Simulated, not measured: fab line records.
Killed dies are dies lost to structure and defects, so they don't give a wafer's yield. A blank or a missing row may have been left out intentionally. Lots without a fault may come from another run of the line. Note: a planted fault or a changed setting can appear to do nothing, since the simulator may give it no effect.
2 desks, one fault -- flow sfq-line -- each desk holds nothing but its own numbers, with what lay behind them at the end

== METROLOGY DESK ==
What the gauges read for every lot (on any tool): the sampled wafers with a number, averaged. Any lot whose mean is over 4 standard deviations away from the usual mean is out of limits and marked OUT; that distance is given in the brackets.
Columns: A = R5_MONX_RS at SFQ_R5_RS_MEAS_933, usual 7.02 ohm/sq
lot,first seen here,A
L910,day 50 03:04,7.10
L912,day 50 06:04,7.01
L913,day 50 14:23,7.00
L915,day 50 18:04,7.02
L917,day 53 09:30,6.94
L918,day 53 18:28,7.13
L920,day 59 18:40,7.07
L921,day 60 01:43,6.98
L922,day 60 07:01,6.97
L923,day 60 23:49,6.85
L924,day 61 13:21,7.05
L925,day 61 23:29,6.98
L932,day 70 06:05,7.04
L933,day 70 10:18,7.03
This desk found nothing out of limits on any of the 14 lots.

== AT THE TOOL OWNER'S DESK: rie-diel-01 ==
The tool's own readings at SFQ_TRILAYER_I1_VIA_BARC_OPEN_VIA_ETCH_071 (etches BARC in O2, target depth 125 nm, time 41.7 s): means of the sampled wafers that have a number, for each lot that ran on this tool. Any lot whose mean is over 4 standard deviations away from the usual mean is out of limits and marked OUT; that distance is given in the brackets.
Columns: A = bias-w at SFQ_TRILAYER_I1_VIA_BARC_OPEN_VIA_ETCH_071, usual 80.00 W; B = chamber-pressure-mTorr at SFQ_TRILAYER_I1_VIA_BARC_OPEN_VIA_ETCH_071, usual 30.005 mTorr; C = drypump-motor-current-A at SFQ_TRILAYER_I1_VIA_BARC_OPEN_VIA_ETCH_071, usual 5.8 A; D = oes-product-au at SFQ_TRILAYER_I1_VIA_BARC_OPEN_VIA_ETCH_071, usual 0.685 a.u.
lot,first seen here,A,B,C,D
L913,day 16 18:39,79.88,30.015,5.6,0.689
L918,day 19 02:14,79.85,30.022,5.5,0.684
L933,day 25 08:14,79.97,29.994,5.5,0.684
This desk found nothing out of limits on any of the 3 lots.

== TAKEN TOGETHER ==
Metrology desk: nothing out of limits seen.
Nothing out of limits was seen by the tool owner's desk.

== WHAT WAS PUT IN BY THE SIMULATOR ==
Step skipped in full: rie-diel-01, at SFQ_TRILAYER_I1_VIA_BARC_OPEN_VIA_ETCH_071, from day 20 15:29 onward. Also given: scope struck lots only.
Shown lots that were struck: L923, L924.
